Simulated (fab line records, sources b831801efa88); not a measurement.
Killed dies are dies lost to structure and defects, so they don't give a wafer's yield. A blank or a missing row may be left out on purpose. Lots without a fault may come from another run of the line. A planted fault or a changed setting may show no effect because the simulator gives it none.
Problem report in the 8D (eight disciplines) form, filled by code | flow sky130 | the parts of the form that need people (team, actions taken, sign-off) are left out

1. THE PROBLEM
FIELD_ISO_CVD_24_THK at SKY_FIELD_ISO_THK_MEAS_25 reads a mean of 766 nm on 1 wafer of 1 lot; wafers without a fault read 594 nm with a standard deviation of 6. That is +29 standard deviations from the usual mean.
First seen on wafer L466.3, day 5 04:46, on film_metro-01. The record holds 36 wafers of 12 lots with a number at this step. Rule for "out", or "out of limits": more than 4 standard deviations from the usual mean. The other wafers with a number count as sound.

2. WHAT IT IS AND WHAT IT IS NOT
question                    | is                   | is not
which readings at this step | FIELD_ISO_CVD_24_THK | -
which lots                  | L466                 | L453, L454, L456, L457, L458, L459, L461, L462, L465, L473, L476
which wafers of those lots  | L466.3               | L466.2, L466.6
read on which gauges        | film_metro-01        | film_metro-03, film_metro-04
when                        | from day 5 04:46     | up to then (29 sound wafers); but 6 sound wafers of L473, L476 came after

3. SUSPECTS, AND WHAT RULES EACH OUT
Counting: a tool at a process step up to the reading stays a suspect if it ran every lot that is out. Sound lots after the first of them don't rule it out here, since some wafers of a struck lot are sound.
- the gauge at SKY_FIELD_ISO_THK_MEAS_25: ruled out. All the wafers that are out were read on film_metro-01, but those of them that SKY_FIELD_ISO_CMP_27 has rows for are out there too, on other tools.
- hdpcvd-02 at SKY_FIELD_ISO_CVD_24 (deposits SiO2, target thk 595 nm, time 99.2 s): kept. It ran the lot that is out, L466 (day 5 04:39); its last sound lot up to then is L462 (day 4 06:23).
Left after counting: hdpcvd-02 at SKY_FIELD_ISO_CVD_24.

4. THE CAUSE (what the simulator had put in)
Process parameter drift: hdpcvd-02, from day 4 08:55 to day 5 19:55, at SKY_FIELD_ISO_CVD_24. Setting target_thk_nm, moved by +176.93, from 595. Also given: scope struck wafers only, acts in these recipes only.
Counting left only this tool.

5. THE CHAIN OF EFFECTS, in route order
Each row: a reading whose mean over the struck wafers that have a number lies more than 3 standard deviations from the usual. Only readings for which the record gives a usual standard deviation are gone through. hours: the time from each lot's start at the first step in this table that gives one to its start at this step, as a median over the lots. sigmas: the change in usual standard deviations.
hours | step                      | reading              | usual  | on struck wafers | change | sigmas
0     | SKY_FIELD_ISO_THK_MEAS_25 | FIELD_ISO_CVD_24_THK | 594 nm | 766              | +172   | +29
3     | SKY_FIELD_ISO_CMP_27      | time_to_endpoint_s   | 112 s  | 147              | +35    | +9.2
The process steps in it:
- SKY_FIELD_ISO_CMP_27: polishes, stops on Si3N4, t overpolish 16 s, target thk 457.8 nm.
Later measuring or inspecting steps at which every struck wafer that the step has a row for has a number for every such reading, and none has moved that far: SKY_VIA1_THK_MEAS_23, SKY_METAL5_THK_MEAS_06.

6. WHAT WOULD HAVE CAUGHT IT SOONER
In this record the first reading out of limits at a measuring or inspecting step was taken at day 5 04:46, 20 hours after the fault began at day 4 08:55.
All the lots that are out (1) had begun SKY_FIELD_ISO_CVD_24 on hdpcvd-02 by day 5 04:46. A hold on the tool at that time would have spared none of them.
